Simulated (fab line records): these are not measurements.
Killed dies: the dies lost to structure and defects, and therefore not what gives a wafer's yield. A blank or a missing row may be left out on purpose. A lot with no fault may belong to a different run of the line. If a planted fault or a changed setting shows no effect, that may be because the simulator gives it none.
Chamber matching || flow sfq-line || SFQ_TRILAYER_L0_VIA_BARC_OPEN_VIA_ETCH_021 on rie-diel-04: 4 sister chambers
The step etches BARC in O2, target depth 125 nm, time 41.7 s. 14 wafers are shown with their chamber, then 7 later ones without.

== WAFERS WITH THEIR CHAMBER ==
{"wafer": "L636.1", "chamber": 3, "drypump-motor-current-A (A)": 5.6, "chamber-pressure-mTorr (mTorr)": 30.037, "oes-product-au (a.u.)": 0.682}
{"wafer": "L636.5", "chamber": 2, "drypump-motor-current-A (A)": 6.1, "chamber-pressure-mTorr (mTorr)": 30.004, "oes-product-au (a.u.)": 0.689}
{"wafer": "L636.6", "chamber": 3, "drypump-motor-current-A (A)": 5.6, "chamber-pressure-mTorr (mTorr)": 30.038, "oes-product-au (a.u.)": 0.680}
{"wafer": "L645.2", "chamber": 2, "drypump-motor-current-A (A)": 6.0, "chamber-pressure-mTorr (mTorr)": 29.974, "oes-product-au (a.u.)": 0.674}
{"wafer": "L645.5", "chamber": 3, "drypump-motor-current-A (A)": 5.6, "chamber-pressure-mTorr (mTorr)": 29.980, "oes-product-au (a.u.)": 0.686}
{"wafer": "L645.6", "chamber": 2, "drypump-motor-current-A (A)": 6.0, "chamber-pressure-mTorr (mTorr)": 29.964, "oes-product-au (a.u.)": 0.685}
{"wafer": "L648.1", "chamber": 0, "drypump-motor-current-A (A)": 5.1, "chamber-pressure-mTorr (mTorr)": 29.948, "oes-product-au (a.u.)": 0.691}
{"wafer": "L648.2", "chamber": 2, "drypump-motor-current-A (A)": 6.1, "chamber-pressure-mTorr (mTorr)": 29.968, "oes-product-au (a.u.)": 0.684}
{"wafer": "L648.5", "chamber": 2, "drypump-motor-current-A (A)": 6.1, "chamber-pressure-mTorr (mTorr)": 30.013, "oes-product-au (a.u.)": 0.693}
{"wafer": "L649.3", "chamber": 0, "drypump-motor-current-A (A)": 5.1, "chamber-pressure-mTorr (mTorr)": 29.983, "oes-product-au (a.u.)": 0.683}
{"wafer": "L649.4", "chamber": 1, "drypump-motor-current-A (A)": 6.0, "chamber-pressure-mTorr (mTorr)": 29.996, "oes-product-au (a.u.)": 0.686}
{"wafer": "L649.6", "chamber": 1, "drypump-motor-current-A (A)": 6.0, "chamber-pressure-mTorr (mTorr)": 29.888, "oes-product-au (a.u.)": 0.684}
{"wafer": "L650.1", "chamber": 3, "drypump-motor-current-A (A)": 5.6, "chamber-pressure-mTorr (mTorr)": 29.989, "oes-product-au (a.u.)": 0.684}
{"wafer": "L650.2", "chamber": 1, "drypump-motor-current-A (A)": 6.0, "chamber-pressure-mTorr (mTorr)": 30.034, "oes-product-au (a.u.)": 0.681}

SIGNATURES, as means of the wafers listed above
{"reading": "drypump-motor-current-A", "chamber 0": 5.100, "chamber 1": 6.000, "chamber 2": 6.060, "chamber 3": 5.600, "scatter within a chamber": 0.0346}
{"reading": "chamber-pressure-mTorr", "chamber 0": 29.96550, "chamber 1": 29.97267, "chamber 2": 29.98460, "chamber 3": 30.01100, "scatter within a chamber": 0.0411}
{"reading": "oes-product-au", "chamber 0": 0.68700, "chamber 1": 0.68367, "chamber 2": 0.68500, "chamber 3": 0.68300, "scatter within a chamber": 0.00516}
Rule: a wafer's distance from a chamber is the root of the sum, over the readings, of the square of ((its reading less the chamber's mean) divided by the reading's scatter). The wafer belongs to the nearest chamber; if the next one is less than 2 further off, it can't be placed. The scatter: the root of (the sum of the squares of (reading less its chamber's mean) over the shown wafers, divided by (wafers less chambers)).

== WAFERS WHOSE CHAMBER IS MISSING ==
{"wafer": "L650.3", "drypump-motor-current-A (A)": 5.1, "chamber-pressure-mTorr (mTorr)": 30.017, "oes-product-au (a.u.)": 0.690}
{"wafer": "L655.1", "drypump-motor-current-A (A)": 6.1, "chamber-pressure-mTorr (mTorr)": 29.989, "oes-product-au (a.u.)": 0.677}
{"wafer": "L655.3", "drypump-motor-current-A (A)": 5.6, "chamber-pressure-mTorr (mTorr)": 29.983, "oes-product-au (a.u.)": 0.686}
{"wafer": "L655.5", "drypump-motor-current-A (A)": 5.6, "chamber-pressure-mTorr (mTorr)": 29.959, "oes-product-au (a.u.)": 0.686}
{"wafer": "L657.2", "drypump-motor-current-A (A)": 5.6, "chamber-pressure-mTorr (mTorr)": 30.020, "oes-product-au (a.u.)": 0.678}
{"wafer": "L657.4", "drypump-motor-current-A (A)": 6.0, "chamber-pressure-mTorr (mTorr)": 30.053, "oes-product-au (a.u.)": 0.685}
{"wafer": "L657.6", "drypump-motor-current-A (A)": 6.1, "chamber-pressure-mTorr (mTorr)": 30.032, "oes-product-au (a.u.)": 0.687}

== CHAMBER TAKEN BY EACH ==
{"wafer": "L650.3", "from the rows above": 0, "in truth": 0}
{"wafer": "L655.1", "from the rows above": "can't be placed: 2 or 1", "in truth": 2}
{"wafer": "L655.3", "from the rows above": 3, "in truth": 3}
{"wafer": "L655.5", "from the rows above": 3, "in truth": 3}
{"wafer": "L657.2", "from the rows above": 3, "in truth": 3}
{"wafer": "L657.4", "from the rows above": "can't be placed: 1 or 2", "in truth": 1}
{"wafer": "L657.6", "from the rows above": "can't be placed: 2 or 1", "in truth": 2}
4 of 7 placed correctly. These rows do not allow placing 3 (true chamber among the candidates in 3). 0 placed wrongly.
